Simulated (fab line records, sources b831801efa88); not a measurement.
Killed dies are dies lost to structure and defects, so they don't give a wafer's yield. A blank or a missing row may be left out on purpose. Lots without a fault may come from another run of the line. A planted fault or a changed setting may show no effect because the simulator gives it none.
Which tool did it? | flow sky130 | 14 lots, 42 wafers sampled, at 2 steps of a route of 708

WHAT THE GAUGES READ, wafer by wafer
The record holds no reading of a measuring or inspecting step that can be judged against a usual standard deviation.

WHICH TOOL RAN EACH LOT (tool, then ch and the chambers of the sampled wafers, then the start)
lot  | SKY_METAL1_SPUTTER_00        | SKY_PAD_OPEN_PROBE_99
L701 | pvd_sputter-01, day 31 20:32 | -
L703 | pvd_sputter-01, day 32 17:18 | -
L705 | pvd_sputter-02, day 33 11:00 | -
L708 | pvd_sputter-04, day 34 13:25 | -
L709 | pvd_sputter-01, day 34 17:01 | -
L710 | pvd_sputter-04, day 34 23:15 | -
L711 | pvd_sputter-04, day 35 07:18 | -
L712 | pvd_sputter-04, day 35 15:44 | -
L713 | pvd_sputter-01, day 36 02:03 | -
L714 | pvd_sputter-01, day 36 10:40 | -
L715 | pvd_sputter-02, day 36 12:18 | prober-02, day 49 08:34
L720 | pvd_sputter-01, day 38 05:11 | -
L721 | pvd_sputter-04, day 38 13:31 | -
L723 | pvd_sputter-01, day 38 23:37 | -
- SKY_METAL1_SPUTTER_00: material Ti, target thk 15 nm, time 10 s.
- SKY_PAD_OPEN_PROBE_99

WHAT THE TOOLS THEMSELVES READ (means of the sampled wafers that have a number; where no wafer has one, the mark that the record gives instead)
SKY_METAL1_SPUTTER_00. Usual: cathode_dc_power_W 3000.0 W, standard deviation 0.51; chamber_pressure_pa 0.4002 Pa, standard deviation 0.00078; throttle_valve_pct 29.7 %, standard deviation 0.92.
lot  | tool           | cathode_dc_power_W (W) | chamber_pressure_pa (Pa) | throttle_valve_pct (%) | flag
L701 | pvd_sputter-01 | 2999.8                 | 0.4008                   | 29.9                   |
L703 | pvd_sputter-01 | 3000.5                 | 0.4004                   | 29.6                   |
L705 | pvd_sputter-02 | 3000.2                 | 0.4003                   | 29.4                   |
L708 | pvd_sputter-04 | 2999.5                 | 0.4002                   | 29.4                   |
L709 | pvd_sputter-01 | 3000.3                 | 0.4003                   | 30.0                   |
L710 | pvd_sputter-04 | 3000.1                 | 0.4007                   | 29.4                   |
L711 | pvd_sputter-04 | 3000.1                 | 0.4008                   | 29.4                   |
L712 | pvd_sputter-04 | 2999.4                 | 0.4003                   | 29.4                   |
L713 | pvd_sputter-01 | 3000.5                 | 0.4002                   | 30.1                   |
L714 | pvd_sputter-01 | 2999.9                 | 0.3994                   | 29.0                   |
L715 | pvd_sputter-02 | 2999.9                 | 0.4002                   | 30.4                   |
L720 | pvd_sputter-01 | -                      | -                        | -                      | OFF
L721 | pvd_sputter-04 | -                      | -                        | -                      | OFF
L723 | pvd_sputter-01 | 3000.4                 | 0.4008                   | 29.9                   |

SKY_PAD_OPEN_PROBE_99. Usual: defect_limited_yield 82.5 %, standard deviation 1.7; killed_at_M0_to_M3 43, standard deviation 6.7; killed_at_M4_up 3.2, standard deviation 1.8; killed_at_contacts 24, standard deviation 4.8; killed_at_front_end 16, standard deviation 4.2; killed_at_other 0.3, standard deviation 0.56; killed_dies 86, standard deviation 8.5; killed_open 47, standard deviation 6.7; killed_short 39, standard deviation 6; sort_bin_3_pad_short 0.9 %, standard deviation 0.45; sort_bin_5_function 10.3 %, standard deviation 1.6; sort_bin_6_memory 6.3 %, standard deviation 1; sort_n_pass 406, standard deviation 8.5; sort_yield_pct 82.5 %, standard deviation 1.7.
lot  | tool      | defect_limited_yield (%) | killed_at_M0_to_M3 | killed_at_M4_up | killed_at_contacts | killed_at_front_end | killed_at_other | killed_dies | killed_open | killed_short | sort_bin_3_pad_short (%) | sort_bin_5_function (%) | sort_bin_6_memory (%) | sort_n_pass | sort_yield_pct (%) | flag
L715 | prober-02 | 82.3                     | 47                 | 3.0             | 24                 | 12                  | 0.0             | 87          | 47          | 40           | 1.1                      | 10.3                    | 6.3                   | 405         | 82.3               |

THE ANSWER, worked out from the rows above alone
Rule: a lot is off if the mean of its wafers that have a number lies more than 3 standard deviations from the usual mean. A lot without any number at a reading at which 4 lots or more have one is off too. The other lots that the step has rows for count as sound. The gauges are gone through in route order, then the tools' own readings, and for those a lot's mean is taken as printed above. The first step at which some lot is off is used, and at that step the reading that is off furthest; a lot without a number counts as furthest.
Off: L720, L721, at SKY_METAL1_SPUTTER_00 (cathode_dc_power_W). Without a number there: L720, L721.
A tool fits if, at that step or a process step before it, it ran every lot that is off, and no sound lot after the first of them. None of those tried fits.

WHAT THE SIMULATOR HAD PUT IN
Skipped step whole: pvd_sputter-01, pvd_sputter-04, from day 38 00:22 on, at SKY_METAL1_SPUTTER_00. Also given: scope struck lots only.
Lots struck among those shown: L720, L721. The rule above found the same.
